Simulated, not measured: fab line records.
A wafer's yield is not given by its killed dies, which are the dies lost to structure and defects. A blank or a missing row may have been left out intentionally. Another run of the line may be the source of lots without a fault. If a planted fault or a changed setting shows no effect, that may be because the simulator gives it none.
Which tool did it?	flow sky130	12 lots with 36 wafers sampled at 6 steps, on a route of 708 steps

== WHAT THE GAUGES SHOWED, per wafer ==
SKY_VT_ADJUST_LVTN_OVL_MEAS_07.
lot	measured	on	VT_ADJUST_LVTN_OVL (nm)
L612	day 6 23:11	overlay-01	0.9 0.4 0.0
L613	day 7 07:12	overlay-02	0.3 1.5 2.2
L614	day 7 13:33	overlay-02	2.0 0.4 0.3
L615	day 7 18:10	overlay-02	1.6 1.2 1.2
L617	day 8 07:07	overlay-01	0.5 0.2 0.6
L620	day 8 23:51	overlay-01	0.2 -0.1 0.3
L622	day 9 13:00	overlay-01	2.8 3.1 2.1
L621	day 9 17:58	overlay-01	-0.2 0.7 1.1
L623	day 9 20:46	overlay-01	1.2 0.9 1.6
L624	day 10 02:03	overlay-02	-0.3 -1.7 0.3
L634	day 13 00:37	overlay-01	0.9 0.9 1.2
L635	day 13 04:24	overlay-01	1.7 1.3 0.3

SKY_VT_ADJUST_NCORE_OVL_MEAS_08.
lot	measured	on	VT_ADJUST_NCORE_OVL (nm)
L612	day 8 15:13	overlay-02	-0.3 1.0 1.9
L613	day 9 00:16	overlay-02	-2.3 -1.5 -3.3
L614	day 9 08:04	overlay-02	2.6 2.1 1.4
L615	day 9 12:10	overlay-01	0.2 0.1 -0.8
L617	day 10 01:50	overlay-01	0.9 1.4 1.3
L620	day 10 19:01	overlay-01	1.1 -1.8 0.1
L622	day 11 09:37	overlay-01	0.5 1.0 0.6
L621	day 11 14:43	overlay-01	-0.5 -0.9 -1.5
L623	day 11 17:35	overlay-01	-0.1 -1.8 -1.2
L624	day 12 00:19	overlay-01	2.2 0.8 0.2
L634	day 15 02:29	overlay-01	-1.3 -0.5 1.5
L635	day 15 06:28	overlay-01	-1.8 0.1 -1.0

SKY_VT_ADJUST_HVTR_CD_MEAS_07 targets a cd of 380 nm.
lot	measured	on	cd_nm (nm)
L612	day 9 12:11	cd_sem-01	380.6 381.1 379.2
L613	day 9 21:57	cd_sem-01	381.6 379.0 381.2
L614	day 10 06:10	cd_sem-01	380.0 381.0 381.1
L615	day 10 09:43	cd_sem-02	383.7 383.0 383.1
L617	day 10 23:59	cd_sem-01	382.4 380.7 382.2
L620	day 11 17:56	cd_sem-01	379.6 381.6 381.1
L622	day 12 09:40	cd_sem-01	379.2 381.5 378.0
L621	day 12 15:41	cd_sem-02	379.6 380.1 380.2
L623	day 12 17:32	cd_sem-02	378.7 380.9 383.3
L624	day 12 23:43	cd_sem-01	380.9 381.8 380.6
L634	day 16 05:59	cd_sem-01	385.7 386.7 387.4
L635	day 16 10:08	cd_sem-01	386.5 390.1 389.3

SKY_VT_ADJUST_PCH_OVL_MEAS_07.
lot	measured	on	VT_ADJUST_PCH_OVL (nm)
L612	day 10 10:13	overlay-01	0.7 0.9 2.5
L613	day 10 20:15	overlay-02	0.4 1.1 0.8
L614	day 11 04:35	overlay-01	-0.5 -0.4 -1.1
L615	day 11 08:18	overlay-01	-2.4 -1.6 -2.0
L617	day 12 00:36	overlay-02	2.1 0.9 2.3
L620	day 12 18:44	overlay-02	0.8 3.1 2.8
L622	day 13 09:24	overlay-02	-1.1 -0.1 -1.1
L621	day 13 13:48	overlay-02	1.0 2.6 0.6
L623	day 13 15:40	overlay-01	-3.2 -2.2 -1.2
L624	day 13 21:57	overlay-02	-1.5 -1.6 -1.4
L634	day 17 11:39	overlay-02	-0.8 -0.5 -1.6
L635	day 17 15:33	overlay-01	-0.2 2.7 1.5

== EACH LOT AND THE TOOL THAT RAN IT (in order: tool; ch and the chambers of the sampled wafers; start) ==
lot	SKY_VT_ADJUST_HVTR_COAT_02	SKY_VT_ADJUST_HVTR_STRIP_10
L612	litho_track-01 ch 0, day 9 01:40	plasma_asher-04 ch 0,1, day 9 12:29
L613	litho_track-01 ch 0, day 9 10:49	plasma_asher-01 ch 0, day 9 22:15
L614	litho_track-03 ch 0, day 9 19:12	plasma_asher-04 ch 0,1, day 10 06:29
L615	litho_track-04 ch 0, day 9 22:59	plasma_asher-04 ch 0, day 10 10:02
L617	litho_track-03 ch 0, day 10 13:03	plasma_asher-04 ch 0,1, day 11 00:17
L620	litho_track-01 ch 0, day 11 06:09	plasma_asher-01 ch 0,1, day 11 18:14
L622	litho_track-01 ch 0, day 11 21:49	plasma_asher-04 ch 0,1, day 12 09:59
L621	litho_track-04 ch 0, day 12 03:20	plasma_asher-01 ch 0,1, day 12 15:59
L623	litho_track-03 ch 0, day 12 05:15	plasma_asher-03 ch 0,1, day 12 17:50
L624	litho_track-04 ch 0, day 12 11:32	plasma_asher-03 ch 0,1, day 13 00:02
L634	litho_track-04 ch 0, day 15 16:05	plasma_asher-04 ch 0,1, day 16 06:17
L635	litho_track-04 ch 0, day 15 20:38	plasma_asher-04 ch 0,1, day 16 10:26
- SKY_VT_ADJUST_HVTR_COAT_02: resist thk 1140 nm.
- SKY_VT_ADJUST_HVTR_STRIP_10: strips in O2/N2.

== AS READ BY THE TOOLS THEMSELVES (means over the sampled wafers that have a number; for cases with no such wafer, the mark the record gives instead) ==
SKY_VT_ADJUST_HVTR_COAT_02.
lot	tool	exhaust_pa (Pa)	spin_speed_rpm (rpm)
L612	litho_track-01	45.3	3001.0
L613	litho_track-01	44.6	3000.5
L614	litho_track-03	45.7	2999.8
L615	litho_track-04	44.2	2999.6
L617	litho_track-03	44.7	2998.2
L620	litho_track-01	45.9	2999.4
L622	litho_track-01	45.2	3001.2
L621	litho_track-04	45.5	2999.7
L623	litho_track-03	43.8	3001.6
L624	litho_track-04	43.7	3000.3
L634	litho_track-04	44.5	3450.7
L635	litho_track-04	45.8	3454.8

SKY_VT_ADJUST_HVTR_STRIP_10.
lot	tool	drypump_motor_current_A (A)	n2_flow_sccm (sccm)	oes_product_au (a.u.)	strip_time_to_endpoint_s (s)
L612	plasma_asher-04	6.0	300.3	0.718	14.17
L613	plasma_asher-01	5.9	299.2	0.716	14.17
L614	plasma_asher-04	6.0	299.5	0.721	14.10
L615	plasma_asher-04	6.0	300.3	0.718	14.11
L617	plasma_asher-04	6.0	299.2	0.714	14.18
L620	plasma_asher-01	5.6	300.3	0.715	14.15
L622	plasma_asher-04	6.0	299.5	0.714	14.22
L621	plasma_asher-01	5.6	300.1	0.715	14.19
L623	plasma_asher-03	6.3	299.7	0.717	14.18
L624	plasma_asher-03	6.1	300.0	0.712	14.19
L634	plasma_asher-04	6.0	300.4	0.712	13.31
L635	plasma_asher-04	6.0	298.9	0.715	13.27

== THE ANSWER, worked out from the rows above alone ==
Rule: the usual values come from the lots themselves. Put in order of their means at a reading, lots are off if they are a third of the lots or fewer, leave a main group of 4 or more, and stand apart from it by a gap of 3 or more times the standard deviation of the main group's means; of several such gaps the widest counts. If all means in a main group match to the digits the tables above print for the reading, that group is not used. A lot without any number at a reading at which 4 lots or more have one is off too. Where the step has rows for the other lots, those lots are counted as sound. Order of review: gauges by route order, followed by the tools' own readings, for which a lot's mean as printed above is used. At the first step where some lot is off, the reading lying furthest off is the one used; lots without a number count as furthest.
Off: L634, L635, at SKY_VT_ADJUST_HVTR_CD_MEAS_07 (cd_nm). The main group has a mean of 380.9 nm with a standard deviation of 0.98.
If a tool, at a process step before that reading, ran all the lots that are off and no sound lot after the first of them, it fits. The gauges at SKY_VT_ADJUST_HVTR_CD_MEAS_07 aren't tried: what is off there is off at SKY_VT_ADJUST_HVTR_COAT_02 too, on other tools, and a gauge's error can't cause that. One candidate fits, namely litho_track-04 at SKY_VT_ADJUST_HVTR_COAT_02. Its last sound lot is L624 (day 12 11:32), its first lot that is off L634 (day 15 16:05): a fault that began between those two fits.
The tool's own readings at SKY_VT_ADJUST_HVTR_COAT_02 bear it out: on the lots that are off they differ by more than 5 times the standard deviation of the sound lots' means. spin_speed_rpm reads 3452.8 rpm there against 3000.1 rpm on the sound lots.

== WHAT THE SIMULATOR HAD INSERTED ==
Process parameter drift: litho_track-04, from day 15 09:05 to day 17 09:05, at SKY_VT_ADJUST_HVTR_COAT_02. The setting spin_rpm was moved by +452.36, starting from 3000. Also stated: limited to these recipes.
Struck lots among those shown: L634, L635. The rule given above showed the same thing.
